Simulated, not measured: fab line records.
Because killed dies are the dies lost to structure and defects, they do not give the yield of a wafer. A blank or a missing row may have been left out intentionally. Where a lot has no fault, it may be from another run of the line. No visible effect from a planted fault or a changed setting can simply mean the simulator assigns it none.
Matching of chambers    flow gf180mcu    GF_POLY_GATE_ETCH_13 on rieSi-01: 4 sister chambers
The step etches poly-Si in HBr/Cl2, stops on SiO2, target depth 198.5 nm, time 69.6 s. 14 wafers are shown with their chamber, then 7 later ones without.

WAFERS WITH THEIR CHAMBER
wafer   chamber  drypumpMotorCurrentA (A)  oesProductAu (a.u.)  throttleValvePct (%)
L364.3  0        6.2                       0.996                33.679
L364.4  3        5.9                       1.001                33.692
L364.6  0        6.2                       0.998                33.693
L371.2  1        5.3                       1.013                33.682
L371.4  3        6.0                       0.980                33.673
L371.6  2        5.6                       0.978                33.697
L372.1  3        5.9                       0.990                33.694
L372.2  1        5.4                       0.997                33.683
L372.4  2        5.6                       0.974                33.694
L377.2  0        6.2                       0.992                33.686
L377.4  1        5.3                       1.006                33.680
L377.6  0        6.2                       0.991                33.693
L380.1  1        5.4                       1.001                33.677
L380.3  0        6.2                       0.985                33.682

SIGNATURES, as means of the wafers listed above
reading               chamber 0  chamber 1  chamber 2  chamber 3  scatter within a chamber
drypumpMotorCurrentA  6.200      5.350      5.600      5.933      0.0408
oesProductAu          0.99240    1.00425    0.97600    0.99033    0.00687
throttleValvePct      33.68660   33.68050   33.69550   33.68633   0.00675
Rule: distance of a wafer from a chamber = root of the sum over the readings of ((wafer's reading minus chamber's mean) / reading's scatter) squared. If the next closest chamber is less than 2 further off than the closest, the wafer can't be placed; otherwise it belongs to the closest. The scatter is the square root of a quotient: the sum, over the shown wafers, of each reading's squared deviation from its chamber's mean, divided by wafers minus chambers.

WAFERS WITH NO CHAMBER GIVEN
wafer   drypumpMotorCurrentA (A)  oesProductAu (a.u.)  throttleValvePct (%)
L380.6  5.6                       0.979                33.692
L381.1  5.6                       0.989                33.683
L381.2  6.2                       0.982                33.683
L381.3  5.9                       0.990                33.694
L382.3  6.2                       0.995                33.703
L382.5  5.6                       0.981                33.682
L382.6  6.0                       0.990                33.677

WHICH CHAMBER EACH WENT THROUGH
wafer   from the rows above  in truth
L380.6  2                    2
L381.1  2                    2
L381.2  0                    0
L381.3  3                    3
L382.3  0                    0
L382.5  2                    2
L382.6  3                    3
Correctly placed: 7 of 7. Can't be placed from these rows: 0. 0 placed wrongly.
